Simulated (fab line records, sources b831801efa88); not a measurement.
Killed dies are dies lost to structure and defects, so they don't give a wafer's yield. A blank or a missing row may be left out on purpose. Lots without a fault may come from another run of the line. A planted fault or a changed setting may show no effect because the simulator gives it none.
A struck lot beside a sound one | flow sky130 | 15 steps out of a route of 708
Sound: wafers L460.1, L460.2, L460.3. Struck: wafers L476.3, L476.5, L476.6. The cause comes at the end.
At each step with rows: each side's tool, then ch and its chambers, then its first start. Under that, the readings that differ: sound wafers | struck wafers | difference of the means | sigmas: that difference in standard deviations of wafers without a fault.
alike: readings whose means differ by less than 2 such deviations, and words and numbers that are the same on both sides. not compared: withheld readings, readings that some wafer has no value for, bounds like >300 that may hide the same value, and numbers for which the record gives no deviation and whose values overlap.
The two part at a step that has a row with sigmas, a row that says differs or no value, or rows on one side only. Numbers that don't overlap but have no deviation are shown without sigmas and don't part them. A reading that every wafer of one side lacks parts them only if that side has two wafers or more.

SKY_FIELD_ISO_THK_MEAS_02:
  sound on film_metro-01, day 2 13:32; struck on film_metro-03, day 5 20:39
  reading                         | sound             | struck            | difference | sigmas
  FIELD_ISO_OXIDATION_00_THK (nm) | 11.65 11.57 11.58 | 12.24 12.15 12.11 | +0.57      | +3
then, 1 step without rows for these wafers: SKY_FIELD_ISO_CVD_03 (deposits Si3N4 from DCS/NH3, target thk 165 nm, time 2830 s).
SKY_FIELD_ISO_THK_MEAS_04:
  sound on film_metro-03, day 2 15:41; struck on film_metro-03, day 5 23:23
  alike: FIELD_ISO_CVD_03_THK
then, 4 steps without rows for these wafers: SKY_FIELD_ISO_DEHYDRATE_05 (time 60 s); SKY_FIELD_ISO_HMDS_06 (prime time 60 s); SKY_FIELD_ISO_COAT_07 (resist thk 60 nm); SKY_FIELD_ISO_COAT_08 (resist thk 450 nm).
SKY_FIELD_ISO_SOFTBAKE_09: time 94.25 s.
  sound on litho_track-04 ch 0; struck on litho_track-02 ch 0
  alike: plate_sensor_t_centre_C, plate_sensor_t_edge_C
then, 3 steps without rows for these wafers: SKY_FIELD_ISO_EXPOSE_10 (exposes mask FOM, target cd 150 nm); SKY_FIELD_ISO_PEB_11; SKY_FIELD_ISO_DEVELOP_12 (develop time 60 s).
SKY_FIELD_ISO_CD_MEAS_13: target cd 150 nm.
  sound on cd_sem-02, day 3 07:57; struck on cd_sem-02, day 6 19:02
  alike: cd_nm
SKY_FIELD_ISO_ETCH_14: etches BARC in N2/H2, stops on SiO2, time 44.48 s, target depth 60 nm.
  sound on rie_diel-03 ch 0,2,3, day 3 08:04; struck on rie_diel-04 ch 1,2, day 6 19:07
  reading    | sound              | struck               | difference | sigmas
  bias_w (W) | 99.61 100.20 99.82 | 108.64 108.34 108.48 | +8.61      | +30
  alike: drypump_motor_current_A, oes_product_au, throttle_valve_pct
  not compared: rf_hours_counter_h
SKY_FIELD_ISO_ETCH_15: etches the open film in CHF3/O2, stops on Si, target depth 180 nm, time 72 s.
  sound on rie_diel-03 ch 0,2,3, day 3 08:07; struck on rie_diel-04 ch 1,2, day 6 19:10
  alike: bias_w, drypump_motor_current_A, oes_product_au, throttle_valve_pct
  not compared: rf_hours_counter_h
-- the record jumps here: 44 days lie between the struck wafers' starts before and after (it left off in module FIELD_ISO and takes up again in module PAD_OPEN, whose first step shown is number 708 of the route) --
SKY_PAD_OPEN_PROBE_99:
  sound on prober-02, day 47 13:14; struck on prober-01, day 50 20:35
  reading             | sound    | struck    | difference | sigmas
  killed_at_front_end | 17 14 15 | 23 28 22  | +9         | +2
  killed_dies         | 87 80 73 | 93 99 104 | +19        | +2
  alike: killed_at_M0_to_M3, killed_at_M4_up, killed_at_contacts, killed_at_other, killed_open, killed_short

WHERE THEY PART
First at SKY_FIELD_ISO_THK_MEAS_02; last, within this record, at SKY_PAD_OPEN_PROBE_99.

WHY: what the simulator had put in
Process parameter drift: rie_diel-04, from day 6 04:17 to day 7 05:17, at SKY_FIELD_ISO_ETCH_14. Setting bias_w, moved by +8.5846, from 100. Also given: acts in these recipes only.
